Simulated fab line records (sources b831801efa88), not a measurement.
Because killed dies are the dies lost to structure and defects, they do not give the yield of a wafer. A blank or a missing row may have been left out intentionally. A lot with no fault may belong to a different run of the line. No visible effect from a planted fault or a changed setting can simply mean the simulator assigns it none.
8D (eight disciplines) problem report, filled in by code    flow sky130    the parts of the form that need people (team, actions taken, sign-off) are left out

## 1. PROBLEM STATEMENT
Wafers without a fault read 89.28 s, standard deviation 0.11; runLengthS at SKY_VT_ADJUST_HVTR_SOFTBAKE_03 reads a mean of 83.36 s on 3 wafers belonging to 2 lots. Measured from the usual mean, that is -54 standard deviations.
The step: time 60 s.
First seen on wafer L686.2, day 14 09:18, on lithoTrack-02. The record holds 36 wafers of 12 lots with a number at this step. Rule for "out" (also "out of limits"): further than 4 standard deviations from the usual mean. The rest of the wafers with a number are treated as sound.

## 2. WHAT IT IS AND WHAT IT IS NOT
question                     is                             is not
which readings at this step  runLengthS, heaterPowerTotalW  resistLineTempC
which lots                   L686, L688                     L671, L672, L675, L679, L680, L683, L689, L690, L691, L692
which wafers of those lots   L686.2, L686.6, L688.2         L686.5, L688.3, L688.4
read on which tools          lithoTrack-02                  lithoTrack-03, lithoTrack-04
when                         from day 14 09:18              up to then (19 sound wafers); but 14 sound wafers of L688, L689, L690, L691, L692 came after

## 3. THE SUSPECTS, EACH WITH WHAT RULES IT OUT
Counting: a tool at a process step up to the reading stays a suspect if it ran every lot that is out. Sound lots after the first of them don't rule it out here, since some wafers of a struck lot are sound.
- lithoTrack-02 at SKY_VT_ADJUST_HVTR_SOFTBAKE_03 (time 60 s): kept. Every lot that is out went through it, the first being L686 (day 14 09:18); the last sound lot it ran before that was L683 (day 13 08:43). On those wafers its own readings are out: heaterPowerTotalW, runLengthS.
Left after counting: lithoTrack-02 at SKY_VT_ADJUST_HVTR_SOFTBAKE_03.

## 4. THE CAUSE (what the simulator had put in)
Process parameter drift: lithoTrack-02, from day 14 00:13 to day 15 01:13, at SKY_VT_ADJUST_HVTR_SOFTBAKE_03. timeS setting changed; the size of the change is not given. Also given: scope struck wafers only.
Only this tool survived the counting.

## 5. SEQUENCE OF EFFECTS, ordered by route
Each row: a reading whose mean over the struck wafers that have a number lies more than 3 standard deviations from the usual. Scope: only readings with a usual standard deviation given in the record; hours: median across lots of the time from each lot's start at the first step in this table that gives one to its start at this step; sigmas: change in usual standard deviations.
hours  step                            reading            usual    on struck wafers  change  sigmas
0      SKY_VT_ADJUST_HVTR_SOFTBAKE_03  heaterPowerTotalW  56.60 W  58.60             +2.00   +43
0      SKY_VT_ADJUST_HVTR_SOFTBAKE_03  runLengthS         89.28 s  83.36             -5.92   -54
Here are the process steps it includes:
- SKY_VT_ADJUST_HVTR_SOFTBAKE_03: time 60 s.

## 6. WHAT WOULD HAVE CAUGHT IT SOONER
First out-of-limits reading in this record: day 14 09:18, which is 9 hours after fault onset at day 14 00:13.
